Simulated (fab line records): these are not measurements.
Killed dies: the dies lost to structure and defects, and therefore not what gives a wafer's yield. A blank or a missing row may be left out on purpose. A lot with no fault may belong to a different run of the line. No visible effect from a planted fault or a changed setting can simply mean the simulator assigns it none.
The tool behind it: which one? || flow gf180mcu || Sampling: 13 lots, 39 wafers, 2 of 602 route steps

== WHAT EACH GAUGE READ, for each wafer ==
GF_M3_OVL_MEAS_15.
{"lot": "L879", "measured": "day 22 09:08", "on": "overlay-01", "M3_OVL (nm)": "-14 -7 -15"}
{"lot": "L880", "measured": "day 22 21:04", "on": "overlay-02", "M3_OVL (nm)": "-1 2 0"}
{"lot": "L883", "measured": "day 23 15:01", "on": "overlay-02", "M3_OVL (nm)": "-10 -4 -2"}
{"lot": "L884", "measured": "day 23 16:54", "on": "overlay-02", "M3_OVL (nm)": "0 6 9"}
{"lot": "L885", "measured": "day 24 05:09", "on": "overlay-02", "M3_OVL (nm)": "-7 -3 0"}
{"lot": "L890", "measured": "day 25 13:51", "on": "overlay-02", "M3_OVL (nm)": "-2 -4 -3"}
{"lot": "L893", "measured": "day 26 14:01", "on": "overlay-01", "M3_OVL (nm)": "-6 -10 1"}
{"lot": "L894", "measured": "day 26 18:24", "on": "overlay-01", "M3_OVL (nm)": "-10 -5 1"}
{"lot": "L895", "measured": "day 27 01:04", "on": "overlay-02", "M3_OVL (nm)": "-1 0 1"}
{"lot": "L896", "measured": "day 27 13:19", "on": "overlay-01", "M3_OVL (nm)": "-5 -1 -10"}
{"lot": "L898", "measured": "day 28 02:22", "on": "overlay-01", "M3_OVL (nm)": "2 3 3"}
{"lot": "L900", "measured": "day 28 13:12", "on": "overlay-02", "M3_OVL (nm)": "-2 3 -2"}
{"lot": "L901", "measured": "day 28 18:10", "on": "overlay-02", "M3_OVL (nm)": "-10 4 0"}

== EACH LOT AND THE TOOL THAT RAN IT (in order: tool; ch and the chambers of the sampled wafers; start) ==
{"lot": "L879", "GF_M3_SPUTTER_00": "pvdSputter-02, day 21 09:32"}
{"lot": "L880", "GF_M3_SPUTTER_00": "pvdSputter-01, day 21 21:53"}
{"lot": "L883", "GF_M3_SPUTTER_00": "pvdSputter-02, day 22 15:57"}
{"lot": "L884", "GF_M3_SPUTTER_00": "pvdSputter-02, day 22 17:15"}
{"lot": "L885", "GF_M3_SPUTTER_00": "pvdSputter-02, day 23 06:20"}
{"lot": "L890", "GF_M3_SPUTTER_00": "pvdSputter-04, day 24 16:11"}
{"lot": "L893", "GF_M3_SPUTTER_00": "pvdSputter-02, day 25 16:24"}
{"lot": "L894", "GF_M3_SPUTTER_00": "pvdSputter-01, day 25 21:22"}
{"lot": "L895", "GF_M3_SPUTTER_00": "pvdSputter-04, day 26 04:09"}
{"lot": "L896", "GF_M3_SPUTTER_00": "pvdSputter-01, day 26 17:08"}
{"lot": "L898", "GF_M3_SPUTTER_00": "pvdSputter-01, day 27 07:06"}
{"lot": "L900", "GF_M3_SPUTTER_00": "pvdSputter-04, day 27 17:53"}
{"lot": "L901", "GF_M3_SPUTTER_00": "pvdSputter-02, day 27 22:21"}
- GF_M3_SPUTTER_00: material Ti, target thk 37.5 nm, time 150 s.

== WHAT THE TOOLS THEMSELVES READ (means of the sampled wafers that have a number; where no wafer has one, the mark that the record gives instead) ==
GF_M3_SPUTTER_00.
{"lot": "L879", "tool": "pvdSputter-02", "throttleValvePct (%)": 28.9}
{"lot": "L880", "tool": "pvdSputter-01", "throttleValvePct (%)": 30.7}
{"lot": "L883", "tool": "pvdSputter-02", "throttleValvePct (%)": 30.3}
{"lot": "L884", "tool": "pvdSputter-02", "throttleValvePct (%)": 30.9}
{"lot": "L885", "tool": "pvdSputter-02", "throttleValvePct (%)": 30.6}
{"lot": "L890", "tool": "pvdSputter-04", "throttleValvePct (%)": 31.3}
{"lot": "L893", "tool": "pvdSputter-02", "throttleValvePct (%)": 30.0}
{"lot": "L894", "tool": "pvdSputter-01", "throttleValvePct (%)": 30.0}
{"lot": "L895", "tool": "pvdSputter-04", "throttleValvePct (%)": 31.3}
{"lot": "L896", "tool": "pvdSputter-01", "throttleValvePct (%)": 29.7}
{"lot": "L898", "tool": "pvdSputter-01", "throttleValvePct (%)": 30.8}
{"lot": "L900", "tool": "pvdSputter-04", "throttleValvePct (%)": 31.0}
{"lot": "L901", "tool": "pvdSputter-02", "throttleValvePct (%)": 30.0}

== THE ANSWER, worked out from the rows above alone ==
Rule: the lots themselves supply what counts as usual. Put in order of their means at a reading, lots are off if they are a third of the lots or fewer, leave a main group of 4 or more, and stand apart from it by a gap of 3 or more times the standard deviation of the main group's means; of several such gaps the widest counts. The tables above print the reading to a certain number of digits; a main group whose means all agree to those digits is not used. Also off: a lot with no number at a reading for which 4 or more lots have one. All remaining lots with rows at the step are treated as sound. Order of review: gauges by route order, followed by the tools' own readings, for which a lot's mean as printed above is used. At the first step where some lot is off, the reading lying furthest off is the one used; lots without a number count as furthest.
No lot is off on any of the readings shown, so nothing can be concluded from this.

== WHAT THE SIMULATOR HAD INSERTED ==
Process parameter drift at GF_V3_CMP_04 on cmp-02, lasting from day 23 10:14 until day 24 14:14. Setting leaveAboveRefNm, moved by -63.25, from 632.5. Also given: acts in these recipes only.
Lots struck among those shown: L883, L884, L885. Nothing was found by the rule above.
